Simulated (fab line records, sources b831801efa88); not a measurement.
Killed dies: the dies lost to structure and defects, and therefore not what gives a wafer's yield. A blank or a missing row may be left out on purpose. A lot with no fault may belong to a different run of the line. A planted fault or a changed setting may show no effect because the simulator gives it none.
One fault through the eyes of 2 desks    flow gf180mcu    only its own numbers are on each desk; what lay behind them is given at the end

## FOR THE TOOL OWNER'S DESK: pecvd-04
The tool's own readings at GF_SAB_CVD_00 (deposits SiO2 from TEOS, target thk 50 nm, time 4.9302 s): means of the sampled wafers that have a number, for each lot that ran on this tool. If a lot's mean is further than 4 standard deviations from the usual mean, the lot is out of limits and carries the mark OUT (the distance appears in the brackets).
Columns: A = heaterPowerOuterW at GF_SAB_CVD_00, usual 392 W; B = heaterPowerW at GF_SAB_CVD_00, usual 676 W
lot   first seen here  A    B
L815  day 15 21:16     402  646
L817  day 16 14:00     351  582
L828  day 20 19:32     329  552
Result from this desk: across the 3 lots, nothing is out of limits.

## THE METROLOGY DESK
What the gauges read for every lot (on any tool): the sampled wafers with a number, averaged. If a lot's mean is further than 4 standard deviations from the usual mean, the lot is out of limits and carries the mark OUT (the distance appears in the brackets).
Columns: A = cdNm at GF_NSD_CD_MEAS_07, usual 400.0 nm; B = SAB_CVD_00_THK at GF_SAB_THK_MEAS_01, usual 50.1 nm
lot   first seen here  A      B
L811  day 13 19:38     403.0  50.0
L810  day 13 21:36     399.3  50.1
L815  day 14 21:38     398.5  44.3 (-7.2) OUT
L817  day 15 13:38     396.7  44.3 (-7.2) OUT
L820  day 16 10:11     400.7  50.0
L822  day 17 00:49     403.8  50.5
L823  day 17 21:13     401.7  50.4
L824  day 18 01:26     401.7  50.4
L825  day 18 08:50     402.1  51.5
L826  day 18 23:20     396.8  50.2
L828  day 19 19:47     402.3  49.9
L829  day 20 01:46     402.1  50.3
L831  day 20 17:29     401.4  50.9
This desk reports L815, L817 out of limits; the earliest was L815 at day 15 21:17 (SAB_CVD_00_THK at GF_SAB_THK_MEAS_01). L811, L810, L820, L822, L823, L824, L825, L826, L828, L829, L831 stayed within limits.

## TAKEN TOGETHER
The metrology desk could have raised an alarm at day 15 21:17, on L815, L817.
The desk of the tool owner found nothing out of limits.
Tool owner's desk: L815, L817 on record, inside its limits.
Every lot named ran GF_SAB_CVD_00 on pecvd-04.

## WHAT THE SIMULATOR HAD INSERTED
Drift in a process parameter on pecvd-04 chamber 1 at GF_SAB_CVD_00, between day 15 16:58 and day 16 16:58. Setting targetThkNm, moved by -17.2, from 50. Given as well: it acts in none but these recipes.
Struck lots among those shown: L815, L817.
Per desk, hours elapsed from the start of the fault to the first reading out of limits: for the metrology desk, 4.
